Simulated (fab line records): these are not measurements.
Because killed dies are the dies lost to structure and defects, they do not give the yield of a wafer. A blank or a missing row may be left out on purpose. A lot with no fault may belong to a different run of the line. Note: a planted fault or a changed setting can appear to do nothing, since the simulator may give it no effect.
Which tool was responsible?	flow gf180mcu	Sampling: 12 lots, 36 wafers, 4 of 602 route steps

## WHAT THE GAUGES READ, wafer by wafer
GF_V4_THK_MEAS_25: measures by xrf. Usual: V4_W_THK typically reads 350 nm, with standard deviation 4.6.
lot	measured	on	V4_W_THK (nm)	flag
L117	day 24 09:40	filmMetro-04	355 355 348	
L118	day 24 19:50	filmMetro-04	343 343 340	
L120	day 25 02:48	filmMetro-03	354 350 347	
L122	day 26 00:34	filmMetro-04	343 350 348	
L124	day 26 19:06	filmMetro-03	349 347 352	
L126	day 27 11:17	filmMetro-03	345 352 346	
L128	day 28 08:40	filmMetro-02	362 359 360	
L132	day 29 09:04	filmMetro-02	350 346 349	
L133	day 29 17:30	filmMetro-02	349 351 350	
L134	day 29 21:25	filmMetro-04	348 345 347	
L135	day 30 03:08	filmMetro-02	352 346 347	
L138	day 30 19:13	filmMetro-04	347 352 350	

GF_PASSIVATION_BOW_MEAS_14. Usual: PASSIVATION_BOW typically reads 134 um, with standard deviation 8.3.
lot	measured	on	PASSIVATION_BOW (um)	flag
L117	day 28 23:37	filmMetro-02	136 136 136	
L118	day 29 08:08	filmMetro-02	128 140 124	
L120	day 29 13:58	filmMetro-04	145 133 148	
L122	day 30 10:30	filmMetro-02	127 128 126	
L124	day 31 01:19	filmMetro-04	136 141 146	
L126	day 31 15:42	filmMetro-04	131 139 126	
L128	day 32 09:10	filmMetro-02	143 132 131	
L132	day 33 06:13	filmMetro-02	137 135 133	
L133	day 33 13:37	filmMetro-03	131 124 125	
L134	day 33 17:43	filmMetro-04	144 132 140	
L135	day 33 22:15	filmMetro-02	132 138 131	
L138	day 34 11:23	filmMetro-04	118 115 116	

## WHICH TOOL RAN EACH LOT (tool, then ch and the chambers of the sampled wafers, then the start)
lot	GF_M5_ETCH_09	GF_PASSIVATION_CVD_02
L117	rieDiel-02 ch 1,2, day 26 05:05	pecvd-02 ch 0,1,2, day 28 01:56
L118	rieDiel-01 ch 0,2,3, day 26 15:08	pecvd-02 ch 0,2, day 28 10:41
L120	rieDiel-04 ch 1,2, day 26 21:59	pecvd-04 ch 0,1, day 28 16:59
L122	rieDiel-01 ch 0,2, day 27 19:20	pecvd-02 ch 0,1,2, day 29 14:22
L124	rieDiel-04 ch 0,1,3, day 28 12:41	pecvd-02 ch 0,1, day 30 05:37
L126	rieDiel-04 ch 0,1,3, day 29 03:45	pecvd-04 ch 0,1, day 30 20:35
L128	rieDiel-01 ch 1,2, day 29 22:56	pecvd-03 ch 1,2, day 31 14:20
L132	rieDiel-04 ch 0,2,3, day 30 22:26	pecvd-04 ch 1,2, day 32 12:07
L133	rieDiel-02 ch 0,2,3, day 31 06:29	pecvd-02 ch 1,2, day 32 19:29
L134	rieDiel-02 ch 0,3, day 31 10:32	pecvd-04 ch 0,1,2, day 32 23:53
L135	rieDiel-04 ch 0,2,3, day 31 15:26	pecvd-03 ch 0,1, day 33 04:35
L138	rieDiel-02 ch 2,3, day 32 06:42	pecvd-03 ch 0,2, day 33 18:40
- GF_M5_ETCH_09: etches Si3N4 in CF4/O2, target depth 52 nm, time 11.6 s.
- GF_PASSIVATION_CVD_02: deposits Si3N4, target thk 700 nm, time 486.18 s.

## WHAT THE TOOLS THEMSELVES READ (means of the sampled wafers that have a number; where no wafer has one, the mark that the record gives instead)
GF_M5_ETCH_09. Usual: chamberPressureMTorr 149.98 mTorr, standard deviation 0.2; drypumpMotorCurrentA 5.9 A, standard deviation 0.41; oesProductAu 0.998 a.u., standard deviation 0.0077; throttleValvePct 5.969 %, standard deviation 0.0094.
lot	tool	chamberPressureMTorr (mTorr)	drypumpMotorCurrentA (A)	oesProductAu (a.u.)	throttleValvePct (%)	flag
L117	rieDiel-02	150.13	6.0	0.995	5.965	
L118	rieDiel-01	149.94	5.9	1.001	5.965	
L120	rieDiel-04	149.96	6.1	1.003	5.969	
L122	rieDiel-01	149.92	5.9	1.001	5.969	
L124	rieDiel-04	150.09	6.2	1.008	5.972	
L126	rieDiel-04	149.92	6.2	0.995	5.973	
L128	rieDiel-01	150.03	5.6	0.998	5.961	
L132	rieDiel-04	150.08	5.9	0.994	5.964	
L133	rieDiel-02	149.96	5.5	0.988	5.961	
L134	rieDiel-02	150.05	5.7	0.993	5.957	
L135	rieDiel-04	150.04	5.9	0.997	5.967	
L138	rieDiel-02	149.97	5.5	0.996	5.976	

GF_PASSIVATION_CVD_02. Usual: heaterPowerOuterW 388 W, standard deviation 81; heaterPowerW 686 W, standard deviation 120.
lot	tool	heaterPowerOuterW (W)	heaterPowerW (W)	flag
L117	pecvd-02	359	659	
L118	pecvd-02	345	602	
L120	pecvd-04	381	674	
L122	pecvd-02	357	659	
L124	pecvd-02	357	671	
L126	pecvd-04	413	714	
L128	pecvd-03	390	668	
L132	pecvd-04	449	786	
L133	pecvd-02	334	609	
L134	pecvd-04	464	788	
L135	pecvd-03	325	583	
L138	pecvd-03	360	618	

## THE ANSWER, worked out from the rows above alone
Rule: take the mean of a lot's wafers that have a number; if it is more than 3 standard deviations from the usual mean, the lot is off. Also off: a lot with no number at a reading for which 4 or more lots have one. All remaining lots with rows at the step are treated as sound. Order of review: gauges by route order, followed by the tools' own readings, for which a lot's mean as printed above is used. The first step at which some lot is off is used, and at that step the reading that is off furthest; a lot without a number counts as furthest.
No lot is off at any reading shown: from this, nothing can be told.

## WHAT THE SIMULATOR HAD INSERTED
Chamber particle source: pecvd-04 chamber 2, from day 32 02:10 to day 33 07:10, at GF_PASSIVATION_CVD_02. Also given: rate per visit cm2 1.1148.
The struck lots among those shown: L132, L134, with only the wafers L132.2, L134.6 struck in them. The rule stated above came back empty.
